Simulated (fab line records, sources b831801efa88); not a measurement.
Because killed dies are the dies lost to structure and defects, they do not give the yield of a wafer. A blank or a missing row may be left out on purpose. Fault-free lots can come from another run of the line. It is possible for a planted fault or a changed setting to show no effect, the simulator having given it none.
Problem report in the 8D (eight disciplines) form, filled by code    flow sky130    the parts of the form that need people (team, actions taken, sign-off) are left out

== 1. WHAT WENT WRONG ==
VIA2_HDPCVD_THK at SKY_VIA2_THK_MEAS_01 reads a mean of 883 nm on 1 wafer of 1 lot; wafers without a fault read 1181 nm with a standard deviation of 11. Relative to the usual mean, that is a shift of -27 standard deviations.
Earliest sighting: wafer L406.4 on film_metro-04 at day 40 13:13. The record holds 38 wafers of 13 lots with a number at this step. Rule for "out" (also "out of limits"): further than 4 standard deviations from the usual mean. The rest of the wafers with a number are treated as sound.

== 2. WHAT IT IS AND WHAT IT IS NOT ==
question                     is                 is not
which readings at this step  VIA2_HDPCVD_THK    -
which lots                   L406               L389, L391, L392, L395, L396, L397, L398, L400, L401, L409, L410, L411
which wafers of those lots   L406.4             L406.6
read on which gauges         film_metro-04      film_metro-01, film_metro-02
when                         from day 40 13:13  up to then (28 sound wafers); but 9 sound wafers of L409, L410, L411 came after

== 3. WHAT RULES OUT EACH SUSPECT ==
Counting: a tool at a process step up to the reading stays a suspect if it ran every lot that is out. Sound lots after the first of them don't rule it out here, since some wafers of a struck lot are sound.
- the gauge at SKY_VIA2_THK_MEAS_01: ruled out. All the wafers that are out were read on film_metro-04, but those of them that SKY_VIA2_HDPCVD_00 has rows for are out there too, on other tools.
- hdpcvd-02 at SKY_VIA2_HDPCVD_00 (deposits SiO2, target thk 1180 nm, time 196.7 s): kept. It processed L406, the lot that is out, at day 40 13:08, and its most recent sound lot before then was L400 at day 38 17:17. Its own readings are out on those wafers: run_length_s.
- Within hdpcvd-02 at SKY_VIA2_HDPCVD_00: the wafers that are out ran in chamber 0; their sound lot-mates ran in chamber 2.
The count leaves hdpcvd-02 at SKY_VIA2_HDPCVD_00.

== 4. THE CAUSE (what the simulator had put in) ==
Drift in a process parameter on hdpcvd-02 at SKY_VIA2_HDPCVD_00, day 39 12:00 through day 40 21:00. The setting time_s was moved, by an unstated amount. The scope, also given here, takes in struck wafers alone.
Only this tool survived the counting.

== 5. THE EFFECT CHAIN, in route order ==
Rows list readings where the struck wafers' mean (over those with a number) sits beyond 3 standard deviations from the usual. Scope: only readings with a usual standard deviation given in the record; hours: median across lots of the time from each lot's start at the first step in this table that gives one to its start at this step; sigmas: change in usual standard deviations.
hours  step                  reading          usual    on struck wafers  change  sigmas
0      SKY_VIA2_HDPCVD_00    run_length_s     224.9 s  175.4             -49.5   -99 or more
0      SKY_VIA2_THK_MEAS_01  VIA2_HDPCVD_THK  1181 nm  883               -298    -27
It contains these process steps:
- SKY_VIA2_HDPCVD_00: deposits SiO2, target thk 1180 nm, time 196.7 s.
Readings that are blank on the struck wafers while sound wafers have them: susceptor_temp_C at SKY_VIA2_HDPCVD_00.

== 6. WHAT WOULD HAVE CAUGHT IT SOONER ==
In this record the first reading out of limits at a measuring or inspecting step was taken at day 40 13:13, 25 hours after the fault began at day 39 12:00.
Tool's own readings at SKY_VIA2_HDPCVD_00, run_length_s: out on all struck wafers the step has rows for; an alarm limit on them would have tripped on the first.
By day 40 13:13 the whole set of lots that are out, 1 in number, had already begun SKY_VIA2_HDPCVD_00 on hdpcvd-02. Tool hold at that time: it would have spared none of them.
